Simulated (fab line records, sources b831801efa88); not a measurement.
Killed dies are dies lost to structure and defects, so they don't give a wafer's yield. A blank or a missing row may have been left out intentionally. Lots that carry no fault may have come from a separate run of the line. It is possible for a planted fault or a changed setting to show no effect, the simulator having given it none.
Struck lot and sound lot, side by side | flow sky130 | 15 steps out of a route of 708
Sound: these wafers, L476.2, L476.5, L476.6. The struck wafers were L492.2, L492.4, L492.6. The cause is named last.
At each step with rows: each side's tool, then ch and its chambers, then its first start. Under that, the readings that differ: sound wafers | struck wafers | difference of the means | sigmas: that difference in standard deviations of wafers without a fault.
alike: words and numbers the same on both sides, and readings whose means are apart by under 2 such deviations; not compared: readings that were withheld, readings missing a value for some wafer, numbers with overlapping values and no deviation given by the record, and bounds like >300 which may hide the same value.
The two part at a step that has a row with sigmas, a row that says differs or no value, or rows on one side only. Numbers that don't overlap but have no deviation are shown without sigmas and don't part them. A reading missing from all wafers of one side parts the sides only when that side holds two or more wafers.

first, 7 steps without rows for these wafers: SKY_VIA3_HMDS_05 (prime time 60 s); SKY_VIA3_COAT_06 (resist thk 60 nm); SKY_VIA3_COAT_07 (resist thk 450 nm); SKY_VIA3_SOFTBAKE_08 (time 90 s); SKY_VIA3_EXPOSE_09 (exposes mask VIM3, target cd 200 nm); SKY_VIA3_PEB_10; SKY_VIA3_DEVELOP_11 (develop time 60 s).
SKY_VIA3_CD_MEAS_12: target cd 200 nm.
  struck on cd_sem-01, day 44 19:17; sound on cd_sem-02, day 39 03:08
  alike: cd_nm
SKY_VIA3_OVL_MEAS_13:
  struck on overlay-01, day 44 19:24; sound on overlay-02, day 39 03:14
  alike: VIA3_OVL
SKY_VIA3_ETCH_14: etches BARC in N2/H2, stops on SiO2, time 45.9 s, target depth 60 nm.
  sound on rie_diel-03 ch 0,1,3, day 39 03:16; struck on rie_diel-01 ch 1,3, day 44 19:26
  alike: drypump_motor_current_A, oes_product_au, throttle_valve_pct
  not compared: rf_hours_counter_h
SKY_VIA3_ETCH_15: etches SiO2 in C4F8/O2/Ar, stops on TiN, target depth 507 nm, time 78 s.
  sound on rie_diel-03 ch 0,1,3, day 39 03:19; struck on rie_diel-01 ch 1,3, day 44 19:28
  alike: oes_product_au
  not compared: rf_hours_counter_h
SKY_VIA3_STRIP_16: strips in O2/N2.
  sound on plasma_asher-01 ch 0,1, day 39 03:22; struck on plasma_asher-02 ch 1, day 44 19:32
  alike: chamber_pressure_mTorr, drypump_motor_current_A, oes_product_au, strip_time_to_endpoint_s
  not compared: rf_hours_counter_h
SKY_VIA3_STRIP_17: strips in post etch residue remover, time 1200 s.
  sound on wet_bench-03 ch 3, day 39 03:28; struck on wet_bench-01 ch 3, day 44 19:38
  no value came back on the struck wafers for bath_guard_temp_C (C), bath_heat_duty_pct (%); on the sound wafers bath_guard_temp_C (C) reads 72.8 73.0 72.8
then, 1 step without rows for these wafers: SKY_VIA3_CLEAN_18 (cleans in IPA, time 180 s).
-- the record jumps here: 5 days lie between the struck wafers' starts before and after (it left off in module VIA3 and takes up again in module PAD_OPEN, whose first step shown is number 708 of the route) --
SKY_PAD_OPEN_PROBE_99:
  struck on prober-01, day 49 21:01; sound on prober-01, day 45 08:01
  reading                       | sound             | struck            | difference | sigmas
  model.etest.via3_chain.rc_ohm | 10.11 9.499 9.734 | 12.47 11.85 12.54 | +2.51      |
  alike: defect_limited_yield, killed_at_M0_to_M3, killed_at_M4_up, killed_at_contacts, killed_at_front_end, killed_at_other, killed_dies, killed_open, killed_short, sort_bin_3_pad_short, sort_bin_5_function, sort_bin_6_memory, sort_n_pass, sort_yield_pct

WHERE THEY PART
At SKY_VIA3_STRIP_17 and nowhere else, as far as this record goes. Later steps at which nothing parts them and some readings are alike: SKY_PAD_OPEN_PROBE_99.

WHY: the cause the simulator had injected
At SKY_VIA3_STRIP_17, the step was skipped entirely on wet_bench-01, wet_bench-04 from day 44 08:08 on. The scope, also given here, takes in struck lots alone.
